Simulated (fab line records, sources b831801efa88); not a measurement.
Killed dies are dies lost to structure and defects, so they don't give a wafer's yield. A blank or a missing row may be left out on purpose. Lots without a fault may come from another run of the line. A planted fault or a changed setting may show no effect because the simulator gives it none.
Which tool did it? | flow sky130 | 12 lots, 36 wafers sampled, at 5 steps of a route of 708

WHAT THE GAUGES READ, wafer by wafer
SKY_NWELL_TW_MEAS_26. Usual: NWELL_2_TW 500.3, standard deviation 2.5.
lot  | measured     | on            | NWELL_2_TW        | flag
L200 | day 5 10:08  | film_metro-02 | 502.8 502.6 504.0 |
L201 | day 5 19:25  | film_metro-01 | 497.8 496.2 496.0 |
L202 | day 6 01:49  | film_metro-02 | 499.6 501.2 499.9 |
L204 | day 6 17:14  | film_metro-03 | 499.4 502.2 501.5 |
L205 | day 6 21:53  | film_metro-03 | 501.8 501.3 503.0 |
L206 | day 7 04:22  | film_metro-02 | 500.3 501.7 499.0 |
L209 | day 7 20:08  | film_metro-01 | 496.8 500.0 499.9 |
L210 | day 8 04:50  | film_metro-01 | 501.7 501.6 502.7 |
L212 | day 8 17:38  | film_metro-02 | 500.1 499.1 501.7 |
L215 | day 9 08:05  | film_metro-01 | 390.5 390.5 389.6 | OFF
L217 | day 9 17:56  | film_metro-02 | 499.2 501.8 500.8 |
L218 | day 10 03:26 | film_metro-01 | 392.1 393.1 395.8 | OFF

SKY_VIA3_RS_MEAS_22: measures by four-point-probe. Usual: VIA3_W_RS 0.296 ohm/sq, standard deviation 0.0041.
lot  | measured     | on            | VIA3_W_RS (ohm/sq) | flag
L200 | day 39 20:56 | film_metro-04 | 0.299 0.297 0.295  |
L201 | day 40 06:59 | film_metro-01 | 0.301 0.298 0.295  |
L202 | day 40 15:20 | film_metro-01 | 0.302 0.296 0.302  |
L204 | day 41 12:19 | film_metro-04 | 0.295 0.294 0.297  |
L205 | day 41 14:29 | film_metro-04 | 0.294 0.302 0.304  |
L206 | day 42 02:17 | film_metro-02 | 0.287 0.294 0.299  |
L209 | day 42 17:45 | film_metro-04 | 0.292 0.299 0.298  |
L210 | day 43 03:36 | film_metro-01 | 0.300 0.299 0.299  |
L212 | day 43 14:06 | film_metro-01 | 0.294 0.291 0.294  |
L215 | day 44 07:32 | film_metro-02 | 0.291 0.299 0.291  |
L217 | day 44 18:59 | film_metro-02 | 0.293 0.294 0.295  |
L218 | day 45 04:28 | film_metro-02 | 0.297 0.295 0.294  |

SKY_VIA4_THK_MEAS_01. Usual: VIA4_HDPCVD_THK 1753 nm, standard deviation 18.
lot  | measured     | on            | VIA4_HDPCVD_THK (nm) | flag
L200 | day 41 23:28 | film_metro-04 | 1760 1756 1758       |
L201 | day 42 09:28 | film_metro-04 | 1762 1781 1783       |
L202 | day 42 17:53 | film_metro-03 | 1732 1744 1742       |
L204 | day 43 14:42 | film_metro-03 | 1793 1774 1785       |
L205 | day 43 15:42 | film_metro-03 | 1769 1750 1743       |
L206 | day 44 02:30 | film_metro-02 | 1785 1772 1781       |
L209 | day 44 16:46 | film_metro-03 | 1735 1762 1739       |
L210 | day 45 02:47 | film_metro-03 | 1708 1739 1748       |
L212 | day 45 12:01 | film_metro-03 | 1745 1728 1745       |
L215 | day 46 04:57 | film_metro-02 | 1764 1755 1744       |
L217 | day 46 15:12 | film_metro-03 | 1739 1774 1773       |
L218 | day 47 00:22 | film_metro-03 | 1768 1768 1771       |

WHICH TOOL RAN EACH LOT (tool, then ch and the chambers of the sampled wafers, then the start)
lot  | SKY_NWELL_IMPLANT_24            | SKY_METAL1_SPUTTER_02
L200 | implanter-03 ch 0, day 5 09:53  | pvd_sputter-03, day 31 20:18
L201 | implanter-02 ch 0, day 5 19:11  | pvd_sputter-04, day 32 07:13
L202 | implanter-03 ch 0, day 6 01:34  | pvd_sputter-04, day 32 16:10
L204 | implanter-02 ch 0, day 6 16:59  | pvd_sputter-04, day 33 16:43
L205 | implanter-03 ch 0, day 6 21:38  | pvd_sputter-02, day 33 19:08
L206 | implanter-02 ch 0, day 7 04:07  | pvd_sputter-04, day 34 07:16
L209 | implanter-03 ch 0, day 7 19:53  | pvd_sputter-02, day 35 00:26
L210 | implanter-01 ch 0, day 8 04:35  | pvd_sputter-02, day 35 12:31
L212 | implanter-01 ch 0, day 8 17:25  | pvd_sputter-02, day 36 01:04
L215 | implanter-01 ch 0, day 9 07:50  | pvd_sputter-02, day 36 20:14
L217 | implanter-02 ch 0, day 9 17:41  | pvd_sputter-04, day 37 10:22
L218 | implanter-01 ch 0, day 10 03:11 | pvd_sputter-03, day 37 20:45
- SKY_NWELL_IMPLANT_24
- SKY_METAL1_SPUTTER_02: material AlCu, target thk 250 nm, time 13.3 s.

WHAT THE TOOLS THEMSELVES READ (means of the sampled wafers that have a number; where no wafer has one, the mark that the record gives instead)
SKY_NWELL_IMPLANT_24. Usual: beam_on_s 10.00 s, standard deviation 0.19; dose_ions_cm2 9.202e+12, standard deviation 1e+10; end_station_pressure_torr 5.05e-06 Torr, standard deviation 2.8e-07; faraday_current_uA 51.9, standard deviation 0.99.
lot  | tool         | beam_on_s (s) | dose_ions_cm2 | end_station_pressure_torr (Torr) | faraday_current_uA | flag
L200 | implanter-03 | 10.01         | 9.199e+12     | 4.99e-06                         | 51.6               |
L201 | implanter-02 | 9.91          | 9.205e+12     | 5.00e-06                         | 52.3               |
L202 | implanter-03 | 10.13         | 9.191e+12     | 5.16e-06                         | 51.4               |
L204 | implanter-02 | 10.02         | 9.202e+12     | 5.19e-06                         | 51.6               |
L205 | implanter-03 | 9.92          | 9.195e+12     | 4.85e-06                         | 52.3               |
L206 | implanter-02 | 9.98          | 9.193e+12     | 5.13e-06                         | 52.0               |
L209 | implanter-03 | 9.95          | 9.209e+12     | 5.08e-06                         | 52.1               |
L210 | implanter-01 | 10.06         | 9.194e+12     | 5.13e-06                         | 51.5               |
L212 | implanter-01 | 10.01         | 9.221e+12     | 5.09e-06                         | 51.8               |
L215 | implanter-01 | 9.88          | 4.184e+12     | 5.03e-06                         | 24.0               | OFF
L217 | implanter-02 | 9.79          | 9.207e+12     | 5.04e-06                         | 53.1               |
L218 | implanter-01 | 10.02         | 4.182e+12     | 5.11e-06                         | 23.6               | OFF

SKY_METAL1_SPUTTER_02. Usual: throttle_valve_pct 30.0 %, standard deviation 1.
lot  | tool           | throttle_valve_pct (%) | flag
L200 | pvd_sputter-03 | 29.6                   |
L201 | pvd_sputter-04 | 30.5                   |
L202 | pvd_sputter-04 | 31.1                   |
L204 | pvd_sputter-04 | 31.4                   |
L205 | pvd_sputter-02 | 29.6                   |
L206 | pvd_sputter-04 | 30.3                   |
L209 | pvd_sputter-02 | 29.2                   |
L210 | pvd_sputter-02 | 29.8                   |
L212 | pvd_sputter-02 | 29.5                   |
L215 | pvd_sputter-02 | 29.4                   |
L217 | pvd_sputter-04 | 29.9                   |
L218 | pvd_sputter-03 | 29.8                   |

THE ANSWER, worked out from the rows above alone
Rule: a lot is off if the mean of its wafers that have a number lies more than 3 standard deviations from the usual mean. A lot without any number at a reading at which 4 lots or more have one is off too. The other lots that the step has rows for count as sound. The gauges are gone through in route order, then the tools' own readings, and for those a lot's mean is taken as printed above. The first step at which some lot is off is used, and at that step the reading that is off furthest; a lot without a number counts as furthest.
Off: L215, L218, at SKY_NWELL_TW_MEAS_26 (NWELL_2_TW).
A tool fits if, at a process step before that reading, it ran every lot that is off, and no sound lot after the first of them. The gauges at SKY_NWELL_TW_MEAS_26 aren't tried: what is off there is off at SKY_NWELL_IMPLANT_24 too, on other tools, and a gauge's error can't cause that. One fits: implanter-01 at SKY_NWELL_IMPLANT_24. Its last sound lot is L212 (day 8 17:25), its first lot that is off L215 (day 9 07:50): a fault that began between those two fits.
The tool's own readings at SKY_NWELL_IMPLANT_24 bear it out: on the lots that are off they differ by more than 5 times the standard deviation of the sound lots' means. dose_ions_cm2 reads 4.183e+12 there against 9.202e+12 on the sound lots; faraday_current_uA reads 23.8 there against 52.0 on the sound lots.

WHAT THE SIMULATOR HAD PUT IN
Process parameter drift: implanter-01, from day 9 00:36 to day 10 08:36, at SKY_NWELL_IMPLANT_24. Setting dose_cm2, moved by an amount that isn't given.
Lots struck among those shown: L215, L218. The rule above found the same.
